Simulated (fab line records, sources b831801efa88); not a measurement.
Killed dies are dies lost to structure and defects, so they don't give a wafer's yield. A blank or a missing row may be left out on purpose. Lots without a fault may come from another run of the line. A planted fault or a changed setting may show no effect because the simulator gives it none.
Which tool did it? | flow sfq_line | 7 lots, 21 wafers sampled, at 2 steps of a route of 325

WHAT THE GAUGES READ, wafer by wafer
SFQ_M0_RS_MEAS_904: measures by four-point-probe.
lot  | measured     | on            | M0_NB_RS (ohm/sq)
L533 | day 8 01:10  | film_metro-01 | 0.892 0.896 0.884
L535 | day 8 23:30  | film_metro-03 | 0.900 0.900 0.914
L538 | day 9 16:43  | film_metro-01 | 0.888 0.902 0.890
L542 | day 10 12:02 | film_metro-03 | 0.893 0.905 0.902
L544 | day 10 22:52 | film_metro-02 | 0.892 0.892 0.894
L548 | day 12 10:57 | film_metro-02 | 0.930 0.885 0.885
L554 | day 14 03:19 | film_metro-02 | 0.877 0.871 0.883

WHICH TOOL RAN EACH LOT (tool, then ch and the chambers of the sampled wafers, then the start)
lot  | SFQ_TRILAYER_M0_DEP_SPUTTER_019
L533 | pvd_sputter-05, day 8 01:04
L535 | pvd_sputter-06, day 8 23:25
L538 | pvd_sputter-06, day 9 16:38
L542 | pvd_sputter-05, day 10 11:56
L544 | pvd_sputter-04, day 10 22:44
L548 | pvd_sputter-04, day 12 10:52
L554 | pvd_sputter-05, day 14 03:13
- SFQ_TRILAYER_M0_DEP_SPUTTER_019: material Nb, target thk 200 nm, time 133.3 s.

THE ANSWER, worked out from the rows above alone
Rule: what is usual is taken from the lots themselves. Put in order of their means at a reading, lots are off if they are a third of the lots or fewer, leave a main group of 4 or more, and stand apart from it by a gap of 3 or more times the standard deviation of the main group's means; of several such gaps the widest counts. A main group whose means are all the same, to the digits that the tables above print for the reading, isn't used. A lot without any number at a reading at which 4 lots or more have one is off too. The other lots that the step has rows for count as sound.
No lot is off at any reading shown: from this, nothing can be told.

WHAT THE SIMULATOR HAD PUT IN
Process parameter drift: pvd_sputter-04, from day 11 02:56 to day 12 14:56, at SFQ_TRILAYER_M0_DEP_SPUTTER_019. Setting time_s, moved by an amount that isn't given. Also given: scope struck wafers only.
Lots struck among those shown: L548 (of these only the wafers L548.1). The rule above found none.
